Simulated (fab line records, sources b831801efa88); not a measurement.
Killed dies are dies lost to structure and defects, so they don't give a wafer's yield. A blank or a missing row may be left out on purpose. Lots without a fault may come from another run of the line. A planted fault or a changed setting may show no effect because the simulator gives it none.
fab line records | flow sfq_line
record lots=6 wafers=18 last_day=86
route steps=325 shown I4@170 JJ@178 M5@198 A5B@209 R5@225
lots that met no fault: from a run of the same line without faults
start_h: hours from the record's first day to the start of the lot's first wafer shown | wait_h: hours since the lot's step before | " the same as in the row above | L1.1+2: a row that stands for several wafers | - no value, or no start given | * or withheld: withheld | < > ~ a bound
route shown NAME@n: a module of which the file shows steps, and the number in the route of the first | usual: mean/standard deviation of fault-free wafers | same: alike in all rows | chamber/n: place in a boat | sites: the reading at each site | _std_site: their standard deviation | _edge_site: outer sites' mean less inner sites' | radius_mm: how far each site lies from the wafer's centre | mask NAME#n: copy n | behind: the tool/chamber that last shaped the wafer | hold: why the lot was held/for how many hours/how that ended | device: the transistor (n, p or np) that didn't switch | end of line: the same wafers' tests at the end of the route | a step without rows: its recipe alone | killed: dies lost to structure and defects at the first sort, not the wafer's yield | map: a wafer's dies, x killed, . not, _ none there
set.NAME: the setting as run; set.NAME@STEP: as run at that earlier step | model.NAME: the simulator's own value behind a step, which no gauge read
lots at some steps of the route; a table a step, a row a wafer
services: from which hour (start_h, from the record's first day; less than 0 if before it) a tool's chamber was out of use, for how many hours, and why
## steps
# step SFQ_TRILAYER_I4_VIA_LITHO_EXPOSE_104
# recipe mask_id=I4 na=0.6 source_shape=conventional sigma_outer=0.65 target_cd_nm=700 dose_mj=21.3
# step SFQ_TRILAYER_I4_VIA_LITHO_PEB_106
# recipe peb_temp_c=115 peb_time_s=60 resist=KrF
# step SFQ_TRILAYER_I4_VIA_LITHO_DEVELOP_105
# recipe time_s=60 resist=KrF
# step SFQ_I4_OVL_MEAS_928
# usual I4_OVL=1/6.1
# columns lot.wafer tool chamber start_h wait_h I4_OVL[nm]
L183.3 overlay-01 - 1111.58 0.1 4
L183.4 " - " " 1
L183.6 " - " " 1
L188.1 overlay-01 - 1182.88 0.1 -3
L188.4 " - " " 2
L188.5 " - " " 0
L189.2 overlay-01 - 1185.29 0.1 2
L189.4 " - " " -3
L189.5 " - " " 2
L192.1 overlay-02 - 1192.39 0.1 0
L192.4 " - " " 5
L192.5 " - " " 6
L200.2 overlay-02 - 1206.79 0.1 4
L200.3 " - " " 9
L200.6 " - " " 4
L202.1 overlay-01 - 1210.39 0.1 -4
L202.2 " - " " 3
L202.6 " - " " -2
# step SFQ_TRILAYER_I4_VIA_BARC_OPEN_VIA_ETCH_146
# recipe mask_material=PR chemistry=O2 target_depth_nm=125 target=BARC source_w=500 bias_w=80 pressure_mtorr=30 time_s=41.7
# step SFQ_TRILAYER_I4_VIA_ETCH_VIA_ETCH_106
# recipe target=SiO2 stop_on=Nb mask_material=PR taper_deg=20 chemistry=CHF3 target_depth_nm=260 source_w=500 bias_w=80 pressure_mtorr=30 time_s=withheld
# step SFQ_TRILAYER_I4_VIA_STRIP_STRIP_107
# recipe gas=O2 power_w=200 platen_temp_c=40 overash_fraction=0.65 chemistry=O2 pressure_mtorr=50
# step SFQ_TRILAYER_I4_VIA_STRIP_SOLV_CLEAN_108
# recipe chemistry=NMP temp_c=70 time_s=600
# step SFQ_TRILAYER_JJ_TRILAYER_DEP_PRE_CLEAN_113
# recipe gas=Ar time_s=22.5 bias_v=250
# step SFQ_TRILAYER_JJ_TRILAYER_DEP_SPUTTER_109
# recipe material=Nb base_pressure_pa=1.33e-06 chamber_pressure_pa=0.1333 substrate_temp_c=20 target_thk_nm=150 power_w=2000 time_s=100
# step SFQ_TRILAYER_JJ_TRILAYER_DEP_SPUTTER_110
# recipe material=Al base_pressure_pa=1.33e-06 target_thk_nm=8 power_w=500 time_s=10 chamber_pressure_pa=0.4
# step SFQ_TRILAYER_JJ_TRILAYER_DEP_AL_OXIDATION_111
# recipe pressure_mbar=0.014667 oxidation_time_s=600 temperature_k=293
# step SFQ_TRILAYER_JJ_TRILAYER_DEP_SPUTTER_112
# recipe material=Nb base_pressure_pa=1.33e-06 chamber_pressure_pa=0.1333 substrate_temp_c=20 target_thk_nm=170 power_w=2000 time_s=113.3
# usual throttle_valve_pct=30.0/1.1
# columns lot.wafer tool chamber start_h wait_h throttle_valve_pct model.Nb_of_TRILAYER_JJ_TRILAYER_DEP_SPUTTER_112.thk_nm
L183.3 pvd_sputter-05 - 1113.66 0.5 30.1 171.8
L183.4 " - " " 29.3 170.3
L183.6 " - " " 30.3 170.8
L188.1 pvd_sputter-03 - 1185.57 0.5 27.8 168.8
L188.4 " - " " 30.4 171.3
L188.5 " - " " 28.6 170.6
L189.2 pvd_sputter-05 - 1187.97 0.5 30.7 169.4
L189.4 " - " " 29.5 152.5
L189.5 " - " " 30.5 170.8
L192.1 pvd_sputter-05 - 1194.65 0.5 31.2 152.8
L192.4 " - " " 30.1 151.1
L192.5 " - " " 29.4 169.8
L200.2 pvd_sputter-03 - 1208.87 0.5 28.9 167.8
L200.3 " - " " 30.3 166.8
L200.6 " - " " 28.8 166.5
L202.1 pvd_sputter-03 - 1212.47 0.5 28.8 168.8
L202.2 " - " " 28.1 167.9
L202.6 " - " " 27.8 167.9
# step SFQ_JJ_RS_MEAS_929
# recipe thk_meas_gauge=four-point-probe reads=Nb_of_TRILAYER_JJ_TRILAYER_DEP_SPUTTER_112
# usual JJ_NB_RS=1.052/0.0096
# columns lot.wafer tool chamber start_h wait_h JJ_NB_RS[ohm/sq]
L183.3 film_metro-01 - 1113.78 0.1 1.037
L183.4 " - " " 1.049
L183.6 " - " " 1.042
L188.1 film_metro-01 - 1185.65 0.0 1.057
L188.4 " - " " 1.037
L188.5 " - " " 1.046
L189.2 film_metro-03 - 1188.07 0.1 1.051
L189.4 " - " " 1.168
L189.5 " - " " 1.041
L192.1 film_metro-03 - 1194.73 0.0 1.166
L192.4 " - " " 1.181
L192.5 " - " " 1.049
L200.2 film_metro-03 - 1208.97 0.1 1.058
L200.3 " - " " 1.068
L200.6 " - " " 1.069
L202.1 film_metro-02 - 1212.55 0.0 1.062
L202.2 " - " " 1.067
L202.6 " - " " 1.066
# step SFQ_TRILAYER_JJ_CE_LITHO_COAT_119
# recipe resist=BARC spin_rpm=3000 resist_thk_nm=62
# step SFQ_TRILAYER_JJ_CE_LITHO_COAT_114
# recipe resist=KrF spin_rpm=3000 resist_thk_nm=600
# step SFQ_TRILAYER_JJ_CE_LITHO_SOFTBAKE_118
# recipe temp_c=withheld time_s=withheld resist=KrF
# step SFQ_TRILAYER_JJ_CE_LITHO_EXPOSE_115
# recipe mask_id=J5 na=0.6 source_shape=conventional sigma_outer=0.65 target_cd_nm=700 dose_mj=14.4
# step SFQ_TRILAYER_JJ_CE_LITHO_PEB_117
# recipe peb_temp_c=115 peb_time_s=60 resist=KrF
# step SFQ_TRILAYER_JJ_CE_LITHO_DEVELOP_116
# recipe time_s=60 resist=KrF
# step SFQ_JJ_OVL_MEAS_931
# usual J5_OVL=-1/5.1
# columns lot.wafer tool chamber start_h wait_h J5_OVL[nm]
L183.3 overlay-01 - 1233.32 0.1 4
L183.4 " - " " 1
L183.6 " - " " 4
L188.1 overlay-02 - 1311.31 0.1 1
L188.4 " - " " 6
L188.5 " - " " 4
L189.2 overlay-02 - 1313.72 0.1 -7
L189.4 " - " " -1
L189.5 " - " " -2
L192.1 overlay-01 - 1322.11 0.1 0
L192.4 " - " " -3
L192.5 " - " " -4
L200.2 overlay-02 - 1342.64 0.1 0
L200.3 " - " " 3
L200.6 " - " " -1
L202.1 overlay-02 - 1347.44 0.1 4
L202.2 " - " " 4
L202.6 " - " " 0
# step SFQ_TRILAYER_JJ_CE_METRO_MEASURE_117
# step SFQ_TRILAYER_JJ_CE_BARC_OPEN_RIE_150
# recipe mask_material=PR chemistry=O2 target_depth_nm=240 target=BARC icp_w=600 bias_w=80 pressure_mtorr=10 time_s=80
# step SFQ_TRILAYER_JJ_CE_ETCH_RIE_118
# recipe target=Nb stop_on=Al2O3 mask_material=PR taper_deg=13.257 over_etch_frac=0.15 time_s=97.7 chemistry=SF6 target_depth_nm=170 icp_w=600 bias_w=80 pressure_mtorr=10
# usual drypump_motor_current_A=5.33/0.25 oes_product_au=0.988/0.0063
# same over_etch_frac=0.15 time_s=97.7
# columns lot.wafer tool chamber start_h wait_h drypump_motor_current_A oes_product_au rf_hours_counter_h
L183.3 rie_metal-02 1 1234.68 0.1 5.66 0.985 -
L183.4 " 0 " " 5.46 0.987 -
L183.6 " 1 " " 5.69 0.987 -
L188.1 rie_metal-04 0 1312.64 0.1 4.86 0.987 99
L188.4 " 1 " " 5.47 0.991 -
L188.5 " 1 " " 5.45 0.995 -
L189.2 rie_metal-02 1 1315.04 0.1 5.66 0.988 42
L189.4 " 0 " " 5.47 0.929 -
L189.5 " 0 " " 5.47 0.977 -
L192.1 rie_metal-01 0 1323.44 0.1 5.31 0.933 85
L192.4 " 1 " " 5.39 0.936 -
L192.5 " 1 " " 5.39 0.991 -
L200.2 rie_metal-01 1 1343.97 0.1 5.39 0.982 37
L200.3 " 0 " " 5.34 0.985 -
L200.6 " 1 " " 5.38 0.974 -
L202.1 rie_metal-01 1 1348.77 0.1 5.38 0.991 38
L202.2 " 0 " " 5.37 0.977 88
L202.6 " 0 " " 5.36 0.978 -
# step SFQ_TRILAYER_JJ_ANODIZE_ANODIZE_119
# recipe current_density_ma_cm2=withheld end_current_density_ma_cm2=withheld bath_temp_c=withheld
# step SFQ_TRILAYER_JJ_CE_STRIP_STRIP_120
# recipe gas=O2 power_w=200 platen_temp_c=40 overash_fraction=0.65 chemistry=O2 pressure_mtorr=50
# usual drypump_motor_current_A=5.45/0.22 oes_product_au=0.998/0.0073
# columns lot.wafer tool chamber start_h wait_h drypump_motor_current_A oes_product_au rf_hours_counter_h
L183.3 rie_metal-01 1 1235.45 0.2 5.38 1.000 -
L183.4 " 0 " " 5.35 0.980 -
L183.6 " 0 " " 5.34 0.990 -
L188.1 rie_metal-01 0 1313.29 0.0 5.36 1.002 84
L188.4 " 1 " " 5.38 1.007 -
L188.5 " 1 " " 5.38 1.002 -
L189.2 rie_metal-04 0 1315.65 0.0 4.90 1.010 99
L189.4 " 1 " " 5.44 0.998 -
L189.5 " 0 " " 4.92 0.997 -
L192.1 rie_metal-02 1 1324.05 0.0 5.68 0.995 43
L192.4 " 1 " " 5.68 0.987 -
L192.5 " 1 " " 5.67 0.992 -
L200.2 rie_metal-04 1 1344.57 0.0 5.45 1.000 37
L200.3 " 1 " " 5.45 1.000 -
L200.6 " 1 " " 5.46 1.009 -
L202.1 rie_metal-04 0 1349.37 0.0 4.87 1.006 104
L202.2 " 1 " " 5.46 1.007 38
L202.6 " 1 " " 5.46 1.006 -
# step SFQ_TRILAYER_JJ_CE_STRIP_SOLV_CLEAN_121
# recipe chemistry=NMP temp_c=70 time_s=600
# step SFQ_TRILAYER_M5_LITHO_COAT_128
# recipe resist=BARC spin_rpm=3000 resist_thk_nm=62
# step SFQ_TRILAYER_M5_LITHO_COAT_123
# recipe resist=KrF spin_rpm=3000 resist_thk_nm=600
# step SFQ_TRILAYER_M5_LITHO_SOFTBAKE_127
# recipe temp_c=withheld time_s=withheld resist=KrF
# step SFQ_TRILAYER_M5_LITHO_EXPOSE_124
# recipe mask_id=M5 na=0.6 source_shape=conventional sigma_outer=0.65 target_cd_nm=700 dose_mj=14.4
# step SFQ_TRILAYER_M5_LITHO_PEB_126
# recipe peb_temp_c=115 peb_time_s=60 resist=KrF
# step SFQ_TRILAYER_M5_LITHO_DEVELOP_125
# recipe time_s=60 resist=KrF
# step SFQ_M5_OVL_MEAS_932
# usual M5_OVL=-1/6.5
# columns lot.wafer tool chamber start_h wait_h M5_OVL[nm]
L183.3 overlay-02 - 1370.37 0.1 -11
L183.4 " - " " -9
L183.6 " - " " -8
L188.1 overlay-01 - 1442.23 0.1 -2
L188.4 " - " " -9
L188.5 " - " " 4
L189.2 overlay-01 - 1444.64 0.1 -6
L189.4 " - " " -2
L189.5 " - " " -2
L192.1 overlay-02 - 1450.76 0.1 -7
L192.4 " - " " -1
L192.5 " - " " -3
L200.2 overlay-01 - 1471.16 0.1 4
L200.3 " - " " -2
L200.6 " - " " 4
L202.1 overlay-01 - 1473.56 0.1 7
L202.2 " - " " -1
L202.6 " - " " -8
# step SFQ_TRILAYER_M5_BARC_OPEN_METAL_ETCH_161
# recipe mask_material=PR chemistry=O2 target_depth_nm=125 target=BARC icp_w=600 bias_w=80 pressure_mtorr=10 time_s=41.7
# step SFQ_TRILAYER_M5_ETCH_METAL_ETCH_126
# recipe target=Nb stop_on=SiO2 mask_material=PR over_etch_frac=0.15 time_s=203.2 chemistry=Cl2/BCl3 target_depth_nm=265 icp_w=600 bias_w=80 pressure_mtorr=10
# usual drypump_motor_current_A=5.6/0.46 oes_product_au=0.730/0.0054
# same over_etch_frac=0.15 time_s=203.2
# columns lot.wafer tool chamber start_h wait_h drypump_motor_current_A oes_product_au rf_hours_counter_h
L183.3 rie_metal-02 0 1370.52 0.1 5.5 0.730 -
L183.4 " 1 " " 5.7 0.734 -
L183.6 " 0 " " 5.5 0.731 -
L188.1 rie_metal-03 1 1442.33 0.0 6.4 0.729 31
L188.4 " 0 " " 5.1 0.730 -
L188.5 " 0 " " 5.1 0.727 -
L189.2 rie_metal-01 1 1444.73 0.0 5.4 0.727 47
L189.4 " 0 " " 5.3 0.732 -
L189.5 " 0 " " 5.3 0.722 -
L192.1 rie_metal-03 1 1450.85 0.0 6.4 0.737 33
L192.4 " 1 " " 6.4 0.732 -
L192.5 " 1 " " 6.4 0.729 -
L200.2 rie_metal-01 1 1471.25 0.0 5.4 0.732 52
L200.3 " 1 " " 5.4 0.726 -
L200.6 " 0 " " 5.3 0.734 -
L202.1 rie_metal-02 1 1473.65 0.0 5.7 0.731 68
L202.2 " 0 " " 5.5 0.715 42
L202.6 " 0 " " 5.5 0.726 -
# step SFQ_TRILAYER_M5_STRIP_STRIP_127
# recipe gas=O2 power_w=200 platen_temp_c=40 overash_fraction=0.65 chemistry=O2 pressure_mtorr=50
# usual drypump_motor_current_A=5.6/0.47 oes_product_au=0.995/0.0073
# columns lot.wafer tool chamber start_h wait_h drypump_motor_current_A oes_product_au rf_hours_counter_h
L183.3 rie_metal-02 0 1370.85 0.3 5.5 0.996 -
L183.4 " 1 " " 5.7 0.990 -
L183.6 " 0 " " 5.5 0.995 -
L188.1 rie_metal-03 1 1442.52 0.1 6.4 1.003 31
L188.4 " 0 " " 5.1 0.992 -
L188.5 " 0 " " 5.1 1.000 -
L189.2 rie_metal-01 1 1444.92 0.1 5.4 1.002 47
L189.4 " 0 " " 5.4 1.000 -
L189.5 " 0 " " 5.3 1.002 -
L192.1 rie_metal-03 1 1451.05 0.1 6.4 0.997 33
L192.4 " 1 " " 6.4 1.003 -
L192.5 " 1 " " 6.4 0.996 -
L200.2 rie_metal-01 1 1471.45 0.1 5.4 0.991 52
L200.3 " 1 " " 5.4 1.005 -
L200.6 " 0 " " 5.3 1.009 -
L202.1 rie_metal-02 1 1473.85 0.1 5.7 0.990 68
L202.2 " 0 " " 5.5 0.984 42
L202.6 " 0 " " 5.5 0.990 -
# step SFQ_TRILAYER_M5_STRIP_SOLV_CLEAN_128
# recipe chemistry=NMP temp_c=70 time_s=600
# step SFQ_TRILAYER_A5B_DEP_PECVD_129
# recipe material=SiO2 temp_c=150 time_s=133.33 pressure_torr=2.4 rf_w=183.3 precursor=SiH4/N2O target_thk_nm=600
# usual heater_power_w=93/21 throttle_valve_pct=24.6/1.5
# same time_s=133.33
# columns lot.wafer tool chamber start_h wait_h heater_power_w throttle_valve_pct
L183.3 pecvd-01 0 1371.43 0.0 98 24.9
L183.4 " 1 " " 76 24.0
L183.6 " 0 " " 79 24.9
L188.1 pecvd-04 1 1443.30 0.0 88 24.3
L188.4 " 2 " " 151 24.0
L188.5 " 1 " " 89 24.2
L189.2 pecvd-01 2 1445.70 0.0 74 27.6
L189.4 " 0 " " 96 24.8
L189.5 " 2 " " 78 27.5
L192.1 pecvd-01 1 1451.82 0.0 91 24.3
L192.4 " 1 " " 74 24.4
L192.5 " 2 " " 73 27.5
L200.2 pecvd-03 2 1472.22 0.0 118 22.5
L200.3 " 1 " " 69 24.9
L200.6 " 2 " " 122 22.3
L202.1 pecvd-03 1 1474.62 0.0 75 24.6
L202.2 " 0 " " 94 23.3
L202.6 " 1 " " 76 24.6
# step SFQ_TRILAYER_A5B_CMP_CMP_130
# recipe stop_on=Nb down_force_psi=3 platen_rpm=60 target_thk_nm=340.7
# step SFQ_TRILAYER_A5B_METRO_MEASURE_131
# usual thk_nm=343/4.6
# columns lot.wafer tool chamber start_h wait_h thk_nm
L183.3 film_metro-01 - 1377.24 1.9 346
L183.4 " - " " 346
L183.6 " - " " 349
L188.1 film_metro-02 - 1446.39 2.5 343
L188.4 " - " " 353
L188.5 " - " " 342
L189.2 film_metro-02 - 1448.99 2.2 339
L189.4 " - " " 347
L189.5 " - " " 342
L192.1 film_metro-02 - 1455.43 1.5 345
L192.4 " - " " 342
L192.5 " - " " 338
L200.2 film_metro-04 - 1488.75 1.2 339
L200.3 " - " " 340
L200.6 " - " " 348
L202.1 film_metro-04 - 1494.55 2.5 338
L202.2 " - " " 337
L202.6 " - " " 339
# step SFQ_TRILAYER_R5_ETCH_METAL_ETCH_139
# recipe stop_on=SiO2 mask_material=PR chemistry=Cl2 target_depth_nm=60 icp_w=600 bias_w=80 pressure_mtorr=10 time_s=40
# usual drypump_motor_current_A=5.4/0.33 oes_product_au=0.990/0.0057
# same time_s=40
# columns lot.wafer tool chamber start_h wait_h drypump_motor_current_A oes_product_au rf_hours_counter_h model.Nb_of_TRILAYER_JJ_TRILAYER_DEP_SPUTTER_112.thk_nm
L183.3 rie_metal-04 1 1502.47 0.0 5.4 0.989 - 161.8
L183.4 " 0 " " 4.9 0.980 - 160.2
L183.6 " 0 " " 4.9 0.990 - 160.7
L188.1 rie_metal-04 1 1565.79 0.1 5.5 0.988 66 158.8
L188.4 " 1 " " 5.5 0.992 - 161.3
L188.5 " 1 " " 5.5 0.991 - 160.5
L189.2 rie_metal-03 0 1566.48 0.0 5.1 0.983 77 159.5
L189.4 " 0 " " 5.1 0.986 - 142.5
L189.5 " 1 " " 6.4 0.989 - 160.9
L192.1 rie_metal-03 1 1571.28 0.0 6.4 0.992 53 142.9
L192.4 " 1 " " 6.4 0.978 - 141.3
L192.5 " 0 " " 5.1 0.988 - 159.9
L200.2 rie_metal-04 0 1601.28 0.0 4.9 0.989 0 157.6
L200.3 " 1 " " 5.5 0.984 - 156.8
L200.6 " 0 " " 4.9 0.994 - 156.2
L202.1 rie_metal-04 0 1609.68 0.0 4.9 0.993 1 158.6
L202.2 " 1 " " 5.5 0.988 73 157.9
L202.6 " 1 " " 5.5 0.995 - 157.8
## services
# columns tool chamber start_h hours kind
film_metro-02 - 1096.83 0.1 pm
film_metro-02 - 1102.59 1.2 pm
rie_metal-02 0 1104.73 6.1 repair
film_metro-02 - 1109.42 0.6 pm
rie_metal-01 - 1123.86 2.8 pm
rie_metal-03 - 1167.12 2.8 pm
rie_metal-01 - 1185.28 0.4 repair
rie_metal-03 0 1243.42 7.5 repair
rie_metal-04 - 1263.83 28.1 pm
rie_metal-02 1 1300.91 8.0 repair
rie_metal-03 - 1337.53 1.4 pm
rie_metal-02 - 1354.97 2.8 pm
rie_metal-01 - 1355.48 28.1 pm
rie_metal-04 - 1467.17 14.6 pm
rie_metal-02 0 1503.68 5.5 repair
rie_metal-01 1 1522.25 14.3 repair
rie_metal-02 0 1532.38 3.0 repair
rie_metal-03 - 1539.30 2.6 repair
rie_metal-02 0 1558.00 1.0 repair
rie_metal-02 1 1577.27 12.6 repair
rie_metal-03 1 1584.04 20.1 repair
rie_metal-04 - 1604.65 2.8 pm
rie_metal-02 0 1606.36 21.6 repair
rie_metal-01 - 1609.51 0.2 repair
## key
first_sign step=SFQ_JJ_RS_MEAS_929 reading=JJ_NB_RS direction=up sigmas=12 usual=1.052 struck=1.172
effect step=SFQ_TRILAYER_JJ_CE_ETCH_RIE_118 reading=oes_product_au direction=down sigmas=8.8 usual=0.988 struck=0.933
model_effect step=SFQ_TRILAYER_JJ_TRILAYER_DEP_SPUTTER_112 value=Nb_of_TRILAYER_JJ_TRILAYER_DEP_SPUTTER_112.thk_nm without=169.4 struck=152.1
model_effect step=SFQ_TRILAYER_R5_ETCH_METAL_ETCH_139 value=Nb_of_TRILAYER_JJ_TRILAYER_DEP_SPUTTER_112.thk_nm without=159.5 struck=142.2
met_at SFQ_TRILAYER_JJ_TRILAYER_DEP_SPUTTER_112
struck_wafers L189.4,L192.1,L192.4
onset_between 1113.66 1187.97
fault kind=process_parameter_drift tool=pvd_sputter-05 chamber=- onset_h=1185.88 steps=SFQ_TRILAYER_JJ_TRILAYER_DEP_SPUTTER_112 channel=time_s offset=* shape=step end_h=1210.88 scope=struck_wafers_only acts_in=* stated=*
